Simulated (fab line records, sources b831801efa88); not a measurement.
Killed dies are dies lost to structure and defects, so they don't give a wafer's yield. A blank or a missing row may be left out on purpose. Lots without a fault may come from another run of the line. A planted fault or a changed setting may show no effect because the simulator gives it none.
Tool commonality check | flow gf180mcu | 13 lots, 39 wafers sampled

WHY IT WAS OPENED
At GF_HV_LDD_TW_MEAS_23 the reading HV_LDD_2_TW is flagged on 2 of 13 lots. Wafers without a fault read 1057, standard deviation 9.1.
Rule: a lot is flagged when every wafer of it that has a number lies more than 4 standard deviations from that mean, or none has a number. The other lots count as sound.

lot  | measured     | on            | HV_LDD_2_TW, wafer by wafer | flag
L347 | day 10 14:49 | film_metro-04 | 1074 1071 1072              |
L348 | day 11 02:23 | film_metro-01 | 1051 1050 1050              |
L349 | day 11 05:56 | film_metro-03 | 1053 1051 1051              |
L353 | day 12 13:01 | film_metro-01 | 1142 1147 1148              | FLAGGED
L357 | day 13 20:07 | film_metro-01 | 1145 1140 1144              | FLAGGED
L358 | day 14 06:34 | film_metro-01 | 1049 1051 1051              |
L360 | day 14 21:22 | film_metro-03 | 1058 1056 1059              |
L362 | day 15 16:55 | film_metro-03 | 1058 1057 1065              |
L363 | day 16 05:38 | film_metro-01 | 1043 1052 1046              |
L364 | day 16 19:14 | film_metro-03 | 1046 1054 1055              |
L366 | day 16 22:31 | film_metro-03 | 1049 1054 1057              |
L368 | day 17 13:37 | film_metro-03 | 1055 1062 1059              |
L370 | day 18 06:37 | film_metro-04 | 1077 1071 1072              |
The numbers of the flagged lots are 1144 on average: +87 against the usual, or +10 standard deviations.

WHICH TOOL RAN EACH LOT
The record holds 1 process step before the reading, out of a route of 602 steps. In each cell: the tool, then ch and the chambers that the sampled wafers went through, then the start.
lot  | flag    | GF_HV_LDD_IMPLANT_21
L347 |         | implanter-03 ch 0, day 10 14:35
L348 |         | implanter-02 ch 0, day 11 02:09
L349 |         | implanter-03 ch 0, day 11 05:41
L353 | FLAGGED | implanter-02 ch 0, day 12 12:48
L357 | FLAGGED | implanter-02 ch 0, day 13 19:52
L358 |         | implanter-03 ch 0, day 14 06:19
L360 |         | implanter-01 ch 0, day 14 21:07
L362 |         | implanter-01 ch 0, day 15 16:40
L363 |         | implanter-01 ch 0, day 16 05:24
L364 |         | implanter-02 ch 0, day 16 19:00
L366 |         | implanter-03 ch 0, day 16 22:18
L368 |         | implanter-02 ch 0, day 17 13:22
L370 |         | implanter-02 ch 0, day 18 06:22
What these steps do:
- GF_HV_LDD_IMPLANT_21
- GF_HV_LDD_TW_MEAS_23

FLAGGED OVER TOTAL, TOOL BY TOOL (the gauges that took the reading come last)
step                 | tool          | lots run | flagged | share of the flagged lots | sound lots run after its first flagged lot
GF_HV_LDD_IMPLANT_21 | implanter-01  | 3        | 0       | none                      | -
GF_HV_LDD_IMPLANT_21 | implanter-02  | 6        | 2       | all                       | 3 (L364,L368,L370)
GF_HV_LDD_IMPLANT_21 | implanter-03  | 4        | 0       | none                      | -
GF_HV_LDD_TW_MEAS_23 | film_metro-01 | 5        | 2       | all                       | 2 (L358,L363)
GF_HV_LDD_TW_MEAS_23 | film_metro-03 | 6        | 0       | none                      | -
GF_HV_LDD_TW_MEAS_23 | film_metro-04 | 2        | 0       | none                      | -

WHAT THE TABLE ALLOWS
2 rows of the table ran every flagged lot: implanter-02 at GF_HV_LDD_IMPLANT_21, film_metro-01 at GF_HV_LDD_TW_MEAS_23.
- implanter-02 at GF_HV_LDD_IMPLANT_21: 2 of its 6 lots flagged. Sound lots ran on it after the first flagged one (L364, L368, L370), which a lasting fault on the whole tool wouldn't allow. Its own readings lie more than 4 standard deviations out on every wafer of the flagged lots: beam_energy_keV.
- film_metro-01 at GF_HV_LDD_TW_MEAS_23: 2 of its 5 lots flagged. Sound lots ran on it after the first flagged one (L358, L363), which a lasting fault on the whole tool wouldn't allow.
No row of the table ran every flagged lot and no sound lot after the first.

WHAT THE SIMULATOR HAD PUT IN
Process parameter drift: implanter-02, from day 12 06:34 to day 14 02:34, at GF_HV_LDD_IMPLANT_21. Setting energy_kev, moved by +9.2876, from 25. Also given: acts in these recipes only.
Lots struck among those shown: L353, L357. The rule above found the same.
